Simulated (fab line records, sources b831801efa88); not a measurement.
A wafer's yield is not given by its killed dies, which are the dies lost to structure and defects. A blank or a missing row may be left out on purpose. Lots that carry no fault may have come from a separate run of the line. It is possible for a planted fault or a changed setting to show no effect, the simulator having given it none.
fab line records	flow gf180mcu
record lots=5	wafers=15	lastDay=34
route steps=602 shown V5@557 TOP_METAL@567
lots that met no fault: taken from a fault-free run of the same line
startH: hours from the record's first day to the start of the lot's first wafer shown	waitH: hours elapsed since this lot's preceding step	" same as the row above	L1.1+2: a single row standing in for several wafers	- no value present, or no start provided	* or withheld: withheld	< > ~ a bound
route shown NAME@n: a module of which the file shows steps, and the number in the route of the first	usual: average and standard deviation across the fault-free wafers	same: alike in all rows	chamber/n: place in a boat	sites: each site's reading	_std_site: the standard deviation of these	_edge_site: mean of outer sites minus mean of inner sites	radiusMm: how far each site lies from the wafer's centre	mask NAME#n: copy n	behind: the tool/chamber that last shaped the wafer	hold: why the lot was held/for how many hours/how that ended	device: names the non-switching transistor (n, p or np)	end of line: tests run on the same wafers once the route is complete	a step without rows: its recipe alone	killed: the dies lost at the first sort to structure and to defects; this is not the yield of the wafer	map: per-die view of a wafer (x killed, . not killed, _ where there is no die)
set.NAME: the setting the step ran with; set.NAME@STEP: the setting that earlier step ran with	model.NAME: the simulator's own value behind a step, which no gauge read
lots at some steps of the route; a table a step, a row a wafer
services: a tool's chamber out of use, with start hour (startH, from the record's first day; less than 0 if before it), hours out, and reason
## steps
# step GF_V5_ETCH_17
# recipe chemistry=C4F8/O2/Ar	maskMaterial=KrF	target=SiO2	stopOn=TiN	sourceW=1500	biasW=1200	pressureMtorr=40	c4f8FlowSccm=withheld	O2_flow_sccm=6	Ar_flow_sccm=300	timeS=withheld	targetDepthA=8550
# step GF_V5_STRIP_18
# recipe chemistry=O2/N2	powerW=1400	pressureMtorr=1500	platenTempC=250	o2FlowSccm=3000	n2FlowSccm=300	overashFraction=0.5
# usual drypumpMotorCurrentA=6.05/0.24	heaterPowerW=356/24	oesProductAu=0.567/0.0045
lot.wafer	tool	chamber	startH	waitH	drypumpMotorCurrentA	heaterPowerW	oesProductAu	rfHoursCounterH
L843.2	plasmaAsher-02	1	656.50	-	6.10	380	0.571	86
L843.4	"	0	"	"	5.93	338	0.573	-
L843.6	"	1	"	"	6.10	379	0.559	-
L844.1	plasmaAsher-04	1	662.21	-	5.94	407	0.571	104
L844.2	"	0	"	"	5.85	346	0.573	104
L844.4	"	1	"	"	5.95	410	0.570	-
L854.1	plasmaAsher-02	0	730.51	-	5.92	336	0.566	94
L854.4	"	0	"	"	5.92	349	0.579	-
L854.6	"	0	"	"	5.91	342	0.565	-
L859.1	plasmaAsher-01	1	759.45	-	5.78	373	0.560	61
L859.3	"	1	"	"	5.78	357	0.569	-
L859.6	"	1	"	"	5.78	351	0.570	-
L862.1	plasmaAsher-01	0	775.91	-	6.60	307	0.567	63
L862.2	"	1	"	"	5.78	364	0.560	63
L862.5	"	0	"	"	6.63	319	0.570	-
# step GF_V5_STRIP_19
# recipe chemistry=postEtchResidueRemover	timeS=1200	tempC=72.5
# step GF_V5_CLEAN_20
# recipe chemistry=DIW	dry=n2Spin
# step GF_V5_SPUTTER_21
# recipe material=Ti	targetThkNm=15	chamberPressurePa=5	powerW=2500	substrateTempC=200	timeS=80.02
# usual chamberPressurePa=4.999/0.0098	throttleValvePct=30.0/0.91
lot.wafer	tool	chamber	startH	waitH	chamberPressurePa	throttleValvePct
L843.2	pvdSputter-04	-	657.04	0.0	4.992	30.9
L843.4	"	-	"	"	5.018	30.5
L843.6	"	-	"	"	4.990	30.3
L844.1	pvdSputter-03	-	662.74	0.0	4.983	28.7
L844.2	"	-	"	"	4.996	30.2
L844.4	"	-	"	"	5.009	30.4
L854.1	pvdSputter-01	-	731.04	0.0	5.009	30.5
L854.4	"	-	"	"	4.984	29.2
L854.6	"	-	"	"	5.011	29.9
L859.1	pvdSputter-01	-	759.98	0.0	5.013	29.9
L859.3	"	-	"	"	5.001	29.5
L859.6	"	-	"	"	4.992	27.9
L862.1	pvdSputter-01	-	776.47	0.0	4.994	29.4
L862.2	"	-	"	"	4.997	30.3
L862.5	"	-	"	"	5.007	29.7
# step GF_V5_SPUTTER_22
# recipe material=TiN	targetThkNm=10	chamberPressurePa=5	powerW=4000	timeS=40
# usual chamberPressurePa=5.000/0.0098	throttleValvePct=30.0/0.86
lot.wafer	tool	chamber	startH	waitH	chamberPressurePa	throttleValvePct
L843.2	pvdSputter-04	-	657.10	0.0	4.990	30.8
L843.4	"	-	"	"	4.990	31.1
L843.6	"	-	"	"	4.990	30.4
L844.1	pvdSputter-03	-	662.80	0.0	4.997	28.5
L844.2	"	-	"	"	5.030	30.4
L844.4	"	-	"	"	5.001	30.0
L854.1	pvdSputter-01	-	731.10	0.0	5.017	30.6
L854.4	"	-	"	"	5.020	29.7
L854.6	"	-	"	"	4.996	30.1
L859.1	pvdSputter-01	-	760.04	0.0	4.990	30.5
L859.3	"	-	"	"	4.987	29.3
L859.6	"	-	"	"	4.982	28.0
L862.1	pvdSputter-01	-	776.53	0.0	5.015	29.2
L862.2	"	-	"	"	4.995	30.4
L862.5	"	-	"	"	5.008	29.6
# step GF_V5_CVD_23
# recipe material=W	targetThkNm=350	timeS=104.9	tempC=400	pressureTorr=40
# step GF_V5_RS_MEAS_24
# recipe thkMeasGauge=four-point-probe	reads=W_of_V5_CVD_23+TiN_of_V5_SPUTTER_22+Ti_of_V5_SPUTTER_21
# usual V5_W_RS=0.330/0.0032
lot.wafer	tool	chamber	startH	waitH	V5_W_RS[ohm/sq]
L843.2	filmMetro-01	-	657.28	0.1	0.332
L843.4	"	-	"	"	0.329
L843.6	"	-	"	"	0.332
L844.1	filmMetro-03	-	662.95	0.1	0.325
L844.2	"	-	"	"	0.329
L844.4	"	-	"	"	0.328
L854.1	filmMetro-03	-	731.25	0.1	0.330
L854.4	"	-	"	"	0.336
L854.6	"	-	"	"	0.328
L859.1	filmMetro-03	-	760.20	0.1	0.330
L859.3	"	-	"	"	0.335
L859.6	"	-	"	"	0.330
L862.1	filmMetro-01	-	776.68	0.1	0.331
L862.2	"	-	"	"	0.332
L862.5	"	-	"	"	0.330
# step GF_V5_THK_MEAS_25
# recipe thkMeasGauge=xrf	reads=W_of_V5_CVD_23
# usual V5_W_THK=353/5.8
lot.wafer	tool	chamber	startH	waitH	V5_W_THK[nm]
L843.2	filmMetro-01	-	657.39	0.1	355
L843.4	"	-	"	"	356
L843.6	"	-	"	"	356
L844.1	filmMetro-03	-	663.07	0.1	360
L844.2	"	-	"	"	355
L844.4	"	-	"	"	352
L854.1	filmMetro-03	-	731.37	0.1	352
L854.4	"	-	"	"	344
L854.6	"	-	"	"	354
L859.1	filmMetro-03	-	760.32	0.1	356
L859.3	"	-	"	"	351
L859.6	"	-	"	"	356
L862.1	filmMetro-01	-	776.80	0.1	360
L862.2	"	-	"	"	355
L862.5	"	-	"	"	357
# step GF_V5_CMP_26
# recipe stopOn=SiO2	downForcePsi=3.5	platenRpm=60	tOverpolishS=15	targetThkNm=0	padVelocityMS=0.94248
# step GF_TOP_METAL_SPUTTER_00
# recipe material=Ti	targetThkNm=37.5	arrivingIonEnergyEv=80	substrateTempC=200	chamberPressurePa=2	powerW=4000	timeS=150
# usual chamberPressurePa=2.000/0.0037	throttleValvePct=29.8/1.1
lot.wafer	tool	chamber	startH	waitH	chamberPressurePa	throttleValvePct
L843.2	pvdSputter-03	-	658.03	0.1	1.996	28.8
L843.4	"	-	"	"	2.000	30.1
L843.6	"	-	"	"	2.004	30.1
L844.1	pvdSputter-02	-	663.43	0.2	2.003	29.1
L844.2	"	-	"	"	2.002	27.6
L844.4	"	-	"	"	2.007	29.3
L854.1	pvdSputter-03	-	732.03	0.2	2.001	30.1
L854.4	"	-	"	"	2.004	28.9
L854.6	"	-	"	"	2.003	30.2
L859.1	pvdSputter-04	-	760.68	0.2	2.001	30.6
L859.3	"	-	"	"	2.004	30.3
L859.6	"	-	"	"	2.001	30.4
L862.1	pvdSputter-02	-	777.16	0.2	1.997	27.7
L862.2	"	-	"	"	1.999	32.2
L862.5	"	-	"	"	2.000	27.8
# step GF_TOP_METAL_SPUTTER_01
# recipe material=TiN	targetThkNm=30	powerW=6500	timeS=25	chamberPressurePa=0.4
# step GF_TOP_METAL_SPUTTER_02
# recipe material=AlCu	targetThkNm=900	powerW=10600	chamberPressurePa=0.3	substrateTempC=250	gas=Ar	timeS=47.82
# usual chamberPressurePa=0.3000/0.00059	throttleValvePct=29.8/1.1
lot.wafer	tool	chamber	startH	waitH	chamberPressurePa	throttleValvePct	model.AlCu_of_TOP_METAL_SPUTTER_02.thkNm
L843.2	pvdSputter-03	-	658.16	0.0	0.2996	28.4	897.3
L843.4	"	-	"	"	0.3000	30.2	899.6
L843.6	"	-	"	"	0.2989	30.1	907.8
L844.1	pvdSputter-02	-	663.56	0.0	0.2998	29.4	890.2
L844.2	"	-	"	"	0.3000	27.8	892.4
L844.4	"	-	"	"	0.3000	29.7	904.2
L854.1	pvdSputter-03	-	732.16	0.0	0.3007	30.1	1638
L854.4	"	-	"	"	0.3009	29.0	916.4
L854.6	"	-	"	"	0.2997	30.3	1640
L859.1	pvdSputter-04	-	760.81	0.0	0.2994	30.8	888
L859.3	"	-	"	"	0.2999	30.5	886.9
L859.6	"	-	"	"	0.3007	30.2	891.8
L862.1	pvdSputter-02	-	777.29	0.0	0.2994	27.6	903
L862.2	"	-	"	"	0.2999	32.1	913.7
L862.5	"	-	"	"	0.2998	27.7	901.6
# step GF_TOP_METAL_SPUTTER_03
# recipe material=Ti	targetThkNm=5	substrateTempC=300	chamberPressurePa=0.3	powerW=3000	timeS=3.3
# step GF_TOP_METAL_SPUTTER_04
# recipe material=TiN	targetThkNm=25	powerW=6500	timeS=20.8	chamberPressurePa=0.4
# usual chamberPressurePa=0.4000/0.00084	throttleValvePct=29.8/1.1
lot.wafer	tool	chamber	startH	waitH	chamberPressurePa	throttleValvePct
L843.2	pvdSputter-03	-	658.22	0.0	0.3999	28.5
L843.4	"	-	"	"	0.3998	30.0
L843.6	"	-	"	"	0.4002	30.1
L844.1	pvdSputter-02	-	663.63	0.0	0.4006	29.3
L844.2	"	-	"	"	0.3998	27.7
L844.4	"	-	"	"	0.3996	29.6
L854.1	pvdSputter-03	-	732.22	0.0	0.4007	29.8
L854.4	"	-	"	"	0.4007	29.1
L854.6	"	-	"	"	0.3994	30.1
L859.1	pvdSputter-04	-	760.87	0.0	0.4004	31.1
L859.3	"	-	"	"	0.4002	30.7
L859.6	"	-	"	"	0.3987	30.3
L862.1	pvdSputter-02	-	777.35	0.0	0.4000	27.8
L862.2	"	-	"	"	0.4008	32.1
L862.5	"	-	"	"	0.4002	27.6
# step GF_TOP_METAL_RS_MEAS_05
# recipe thkMeasGauge=four-point-probe	reads=TiN_of_TOP_METAL_SPUTTER_04+Ti_of_TOP_METAL_SPUTTER_03+AlCu_of_TOP_METAL_SPUTTER_02+TiN_of_TOP_METAL_SPUTTER_01+Ti_of_TOP_METAL_SPUTTER_00
# usual TOP_METAL_ALCU_RS=0.0327/0.00033
lot.wafer	tool	chamber	startH	waitH	hold	TOP_METAL_ALCU_RS[ohm/sq]
L843.2	filmMetro-03	-	658.27	0.0	-	0.0328
L843.4	"	-	"	"	-	0.0328
L843.6	"	-	"	"	-	0.0324
L844.1	filmMetro-04	-	663.65	0.0	-	0.0331
L844.2	"	-	"	"	-	0.0330
L844.4	"	-	"	"	-	0.0326
L854.1	filmMetro-02	-	732.25	0.0	awaitDispo/0.2h/release	0.0179
L854.4	"	-	"	"	awaitDispo/0.2h/release	0.0322
L854.6	"	-	"	"	awaitDispo/0.2h/release	0.0179
L854.1	filmMetro-02	-	732.75	0.5	-	0.0179
L854.4	"	-	"	"	-	0.0322
L854.6	"	-	"	"	-	0.0179
L859.1	filmMetro-04	-	760.90	0.0	-	0.0332
L859.3	"	-	"	"	-	0.0333
L859.6	"	-	"	"	-	0.0331
L862.1	filmMetro-04	-	777.38	0.0	-	0.0326
L862.2	"	-	"	"	-	0.0323
L862.5	"	-	"	"	-	0.0327
# step GF_TOP_METAL_THK_MEAS_06
# recipe thkMeasGauge=xrf	reads=AlCu_of_TOP_METAL_SPUTTER_02
# usual TOP_METAL_ALCU_THK=930/8.9
lot.wafer	tool	chamber	startH	waitH	hold	TOP_METAL_ALCU_THK[nm]
L843.2	filmMetro-03	-	658.38	0.1	-	925
L843.4	"	-	"	"	-	926
L843.6	"	-	"	"	-	935
L844.1	filmMetro-04	-	663.77	0.1	-	915
L844.2	"	-	"	"	-	919
L844.4	"	-	"	"	-	925
L854.1	filmMetro-02	-	734.65	1.9	awaitDispo/0.2h/release	1679
L854.4	"	-	"	"	awaitDispo/0.2h/release	938
L854.6	"	-	"	"	awaitDispo/0.2h/release	1674
L854.1	filmMetro-02	-	734.87	0.2	-	1676
L854.4	"	-	"	"	-	938
L854.6	"	-	"	"	-	1682
L859.1	filmMetro-04	-	761.02	0.1	-	919
L859.3	"	-	"	"	-	915
L859.6	"	-	"	"	-	919
L862.1	filmMetro-04	-	777.50	0.1	-	933
L862.2	"	-	"	"	-	943
L862.5	"	-	"	"	-	932
## services
tool	chamber	startH	hours	kind
pvdSputter-01	2	637.54	-	consumableReplace:kit
pvdSputter-01	2	637.54	18.0	scheduledDown
pvdSputter-01	2	637.54	18.0	ventCycle
pvdSputter-02	-	639.47	1.6	repair
pvdSputter-01	-	641.67	7.1	repair
pvdSputter-04	0	646.70	-	consumableReplace:kit
pvdSputter-04	0	646.70	18.0	scheduledDown
pvdSputter-04	0	646.70	18.0	ventCycle
pvdSputter-01	-	661.51	2.3	repair
pvdSputter-03	2	684.65	-	consumableReplace:kit
pvdSputter-03	2	684.65	18.0	scheduledDown
pvdSputter-03	2	684.65	18.0	ventCycle
plasmaAsher-01	-	692.14	15.6	pm
plasmaAsher-02	-	703.89	3.1	repair
pvdSputter-03	-	707.04	3.6	repair
pvdSputter-03	-	732.47	0.7	repair
plasmaAsher-04	-	733.75	9.0	pm
plasmaAsher-04	0	733.75	9.0	ventCycle
plasmaAsher-04	1	733.75	9.0	ventCycle
pvdSputter-02	0	734.24	-	consumableReplace:kit
pvdSputter-02	0	734.24	18.0	scheduledDown
pvdSputter-02	0	734.24	18.0	ventCycle
pvdSputter-04	-	741.51	1.5	repair
plasmaAsher-04	0	742.75	-	clean
## key
firstSign step=GF_TOP_METAL_RS_MEAS_05	reading=visit	direction=added
effect step=GF_TOP_METAL_RS_MEAS_05	reading=TOP_METAL_ALCU_RS	direction=down	sigmas=45	usual=0.0327	struck=0.0179
effect step=GF_TOP_METAL_THK_MEAS_06	reading=visit	direction=added
effect step=GF_TOP_METAL_THK_MEAS_06	reading=TOP_METAL_ALCU_THK	direction=up	sigmas=84	usual=930	struck=1676
modelEffect step=GF_TOP_METAL_SPUTTER_02	value=AlCu_of_TOP_METAL_SPUTTER_02.thkNm	without=917.5	struck=1639
metAt GF_TOP_METAL_SPUTTER_02
struckWafers L854.1,L854.6
laterRowsLeftOut L854.1,L854.6
sortLeftOut L854.1,L854.6
onsetBetween 658.16 732.16
fault kind=processParameterDrift	tool=pvdSputter-03	chamber=-	onsetH=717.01	steps=GF_TOP_METAL_SPUTTER_02	channel=targetThkNm	offset=721.77	shape=step	endH=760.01	actsIn=theseRecipesOnly	stated=900	scope=struckWafersOnly
# sortLeftOut: the simulated sort isn't trusted on such a fault, so these wafers' sort isn't shown, and their yield isn't known
# laterRowsLeftOut: the simulator's readings of these wafers behind a module that went badly wrong aren't trusted and aren't shown, but for the sort
